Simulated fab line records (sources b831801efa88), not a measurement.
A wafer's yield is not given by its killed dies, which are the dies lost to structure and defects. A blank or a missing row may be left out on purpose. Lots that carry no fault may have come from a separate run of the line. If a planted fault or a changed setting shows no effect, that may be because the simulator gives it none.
Which of the tools did it? || flow gf180mcu || 42 wafers from 14 lots sampled at 4 of the route's 602 steps

## WHAT THE GAUGES SHOWED, per wafer
GF_HV_LDD_TW_MEAS_11.
{"lot": "L736", "measured": "day 10 07:53", "on": "filmMetro-02", "HV_LDD_TW": "2367 2348 2360"}
{"lot": "L737", "measured": "day 10 15:20", "on": "filmMetro-02", "HV_LDD_TW": "2359 2346 2360"}
{"lot": "L738", "measured": "day 10 15:39", "on": "filmMetro-03", "HV_LDD_TW": "2389 2398 2403"}
{"lot": "L739", "measured": "day 10 21:46", "on": "filmMetro-03", "HV_LDD_TW": "2391 2412 2413"}
{"lot": "L740", "measured": "day 11 02:19", "on": "filmMetro-03", "HV_LDD_TW": "2405 2415 2409"}
{"lot": "L742", "measured": "day 12 04:14", "on": "filmMetro-01", "HV_LDD_TW": "2425 2416 2413"}
{"lot": "L741", "measured": "day 12 04:32", "on": "filmMetro-02", "HV_LDD_TW": "2362 2385 2361"}
{"lot": "L746", "measured": "day 13 09:55", "on": "filmMetro-02", "HV_LDD_TW": "2371 2363 2366"}
{"lot": "L748", "measured": "day 13 17:37", "on": "filmMetro-01", "HV_LDD_TW": "2440 2428 2425"}
{"lot": "L749", "measured": "day 13 18:13", "on": "filmMetro-01", "HV_LDD_TW": "2438 2437 2436"}
{"lot": "L750", "measured": "day 14 11:18", "on": "filmMetro-01", "HV_LDD_TW": "2430 2427 2431"}
{"lot": "L753", "measured": "day 15 17:03", "on": "filmMetro-03", "HV_LDD_TW": "2397 2389 2395"}
{"lot": "L755", "measured": "day 15 17:14", "on": "filmMetro-01", "HV_LDD_TW": "2412 2424 2421"}
{"lot": "L758", "measured": "day 16 20:56", "on": "filmMetro-02", "HV_LDD_TW": "2358 2363 2374"}

GF_HV_LDD_CD_MEAS_19 targets a cd of 400 nm.
{"lot": "L736", "measured": "day 11 01:49", "on": "cdSem-02", "cdNm (nm)": "402.7 399.1 401.1"}
{"lot": "L737", "measured": "day 11 09:24", "on": "cdSem-01", "cdNm (nm)": "400.0 397.8 398.9"}
{"lot": "L738", "measured": "day 11 09:26", "on": "cdSem-02", "cdNm (nm)": "400.7 400.9 399.0"}
{"lot": "L739", "measured": "day 11 16:44", "on": "cdSem-02", "cdNm (nm)": "398.0 395.9 397.5"}
{"lot": "L740", "measured": "day 11 20:50", "on": "cdSem-02", "cdNm (nm)": "401.0 400.4 401.7"}
{"lot": "L742", "measured": "day 12 22:13", "on": "cdSem-01", "cdNm (nm)": "402.0 402.3 402.4"}
{"lot": "L741", "measured": "day 12 22:37", "on": "cdSem-01", "cdNm (nm)": "402.2 401.9 401.8"}
{"lot": "L746", "measured": "day 14 04:53", "on": "cdSem-01", "cdNm (nm)": "403.1 403.5 403.3"}
{"lot": "L748", "measured": "day 14 12:32", "on": "cdSem-02", "cdNm (nm)": "398.7 399.9 397.9"}
{"lot": "L749", "measured": "day 14 13:16", "on": "cdSem-01", "cdNm (nm)": "400.3 399.0 402.1"}
{"lot": "L750", "measured": "day 15 07:19", "on": "cdSem-01", "cdNm (nm)": "402.0 402.1 403.2"}
{"lot": "L753", "measured": "day 16 14:54", "on": "cdSem-01", "cdNm (nm)": "398.9 397.5 397.2"}
{"lot": "L755", "measured": "day 16 15:01", "on": "cdSem-02", "cdNm (nm)": "398.2 400.8 400.0"}
{"lot": "L758", "measured": "day 17 18:49", "on": "cdSem-02", "cdNm (nm)": "398.7 398.8 398.2"}

GF_HV_LDD_OVL_MEAS_20.
{"lot": "L736", "measured": "day 11 01:55", "on": "overlay-01", "HV_LDD_01_OVL (nm)": "1.2 1.4 1.1"}
{"lot": "L737", "measured": "day 11 09:31", "on": "overlay-02", "HV_LDD_01_OVL (nm)": "1.8 1.1 2.7"}
{"lot": "L738", "measured": "day 11 09:33", "on": "overlay-01", "HV_LDD_01_OVL (nm)": "-1.8 0.5 -1.4"}
{"lot": "L739", "measured": "day 11 16:51", "on": "overlay-01", "HV_LDD_01_OVL (nm)": "2.1 2.7 2.5"}
{"lot": "L740", "measured": "day 11 20:56", "on": "overlay-02", "HV_LDD_01_OVL (nm)": "-0.2 1.5 2.1"}
{"lot": "L742", "measured": "day 12 22:20", "on": "overlay-02", "HV_LDD_01_OVL (nm)": "0.2 2.1 0.3"}
{"lot": "L741", "measured": "day 12 22:44", "on": "overlay-02", "HV_LDD_01_OVL (nm)": "1.4 1.4 1.5"}
{"lot": "L746", "measured": "day 14 05:00", "on": "overlay-01", "HV_LDD_01_OVL (nm)": "-0.6 2.6 0.6"}
{"lot": "L748", "measured": "day 14 12:39", "on": "overlay-02", "HV_LDD_01_OVL (nm)": "51.0 53.5 52.3"}
{"lot": "L749", "measured": "day 14 13:23", "on": "overlay-01", "HV_LDD_01_OVL (nm)": "50.7 51.8 51.0"}
{"lot": "L750", "measured": "day 15 07:25", "on": "overlay-02", "HV_LDD_01_OVL (nm)": "2.5 1.4 1.3"}
{"lot": "L753", "measured": "day 16 14:59", "on": "overlay-01", "HV_LDD_01_OVL (nm)": "3.8 1.0 0.1"}
{"lot": "L755", "measured": "day 16 15:08", "on": "overlay-02", "HV_LDD_01_OVL (nm)": "0.0 -0.5 0.2"}
{"lot": "L758", "measured": "day 17 18:56", "on": "overlay-01", "HV_LDD_01_OVL (nm)": "0.6 1.4 0.3"}

## WHICH TOOL RAN EACH LOT (tool, then ch and the chambers of the sampled wafers, then the start)
{"lot": "L736", "GF_HV_LDD_EXPOSE_16": "ilineStepper-01 ch 0, day 10 16:52"}
{"lot": "L737", "GF_HV_LDD_EXPOSE_16": "ilineStepper-02 ch 0, day 11 00:37"}
{"lot": "L738", "GF_HV_LDD_EXPOSE_16": "ilineStepper-02 ch 0, day 11 00:44"}
{"lot": "L739", "GF_HV_LDD_EXPOSE_16": "ilineStepper-01 ch 0, day 11 07:28"}
{"lot": "L740", "GF_HV_LDD_EXPOSE_16": "ilineStepper-01 ch 0, day 11 11:29"}
{"lot": "L742", "GF_HV_LDD_EXPOSE_16": "ilineStepper-02 ch 0, day 12 13:49"}
{"lot": "L741", "GF_HV_LDD_EXPOSE_16": "ilineStepper-01 ch 0, day 12 14:03"}
{"lot": "L746", "GF_HV_LDD_EXPOSE_16": "ilineStepper-02 ch 0, day 13 19:24"}
{"lot": "L748", "GF_HV_LDD_EXPOSE_16": "ilineStepper-02 ch 0, day 14 03:19"}
{"lot": "L749", "GF_HV_LDD_EXPOSE_16": "ilineStepper-02 ch 0, day 14 04:01"}
{"lot": "L750", "GF_HV_LDD_EXPOSE_16": "ilineStepper-01 ch 0, day 14 20:49"}
{"lot": "L753", "GF_HV_LDD_EXPOSE_16": "ilineStepper-01 ch 0, day 16 04:02"}
{"lot": "L755", "GF_HV_LDD_EXPOSE_16": "ilineStepper-01 ch 0, day 16 04:08"}
{"lot": "L758", "GF_HV_LDD_EXPOSE_16": "ilineStepper-01 ch 0, day 17 08:23"}
- GF_HV_LDD_EXPOSE_16: exposes mask Pplus LV AREA, target cd 400 nm.

## AS READ BY THE TOOLS THEMSELVES (means over the sampled wafers that have a number; for cases with no such wafer, the mark the record gives instead)
The record holds no such reading with a usual standard deviation.

## THE ANSWER, worked out from the rows above alone
Rule: the lots themselves supply what counts as usual. Put in order of their means at a reading, lots are off if they are a third of the lots or fewer, leave a main group of 4 or more, and stand apart from it by a gap of 3 or more times the standard deviation of the main group's means; of several such gaps the widest counts. A main group is skipped when, at the precision printed for the reading in the tables above, its means are all equal. A lot without any number at a reading at which 4 lots or more have one is off too. All remaining lots with rows at the step are treated as sound. The gauges are gone through in route order, then the tools' own readings, and for those a lot's mean is taken as printed above. At the first step where some lot is off, the reading lying furthest off is the one used; lots without a number count as furthest.
Off: L748, L749, at GF_HV_LDD_OVL_MEAS_20 (HV_LDD_01_OVL). Main group: mean 1.1 nm, sd 0.86.
A tool fits if, at a process step before that reading, it ran every lot that is off, and no sound lot after the first of them. Those tools and the gauges at GF_HV_LDD_OVL_MEAS_20 are tried in the same way. One fits: GF_HV_LDD_EXPOSE_16 on ilineStepper-02. Its last sound lot is L746 (day 13 19:24), its first lot that is off L748 (day 14 03:19): a fault that began between those two fits.

## WHAT HAD BEEN PUT IN BY THE SIMULATOR
Scanner matching overlay: ilineStepper-02, from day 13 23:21 on, at GF_HV_LDD_EXPOSE_16. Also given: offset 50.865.
Shown lots that were struck: L748, L749. Same finding as the rule above.
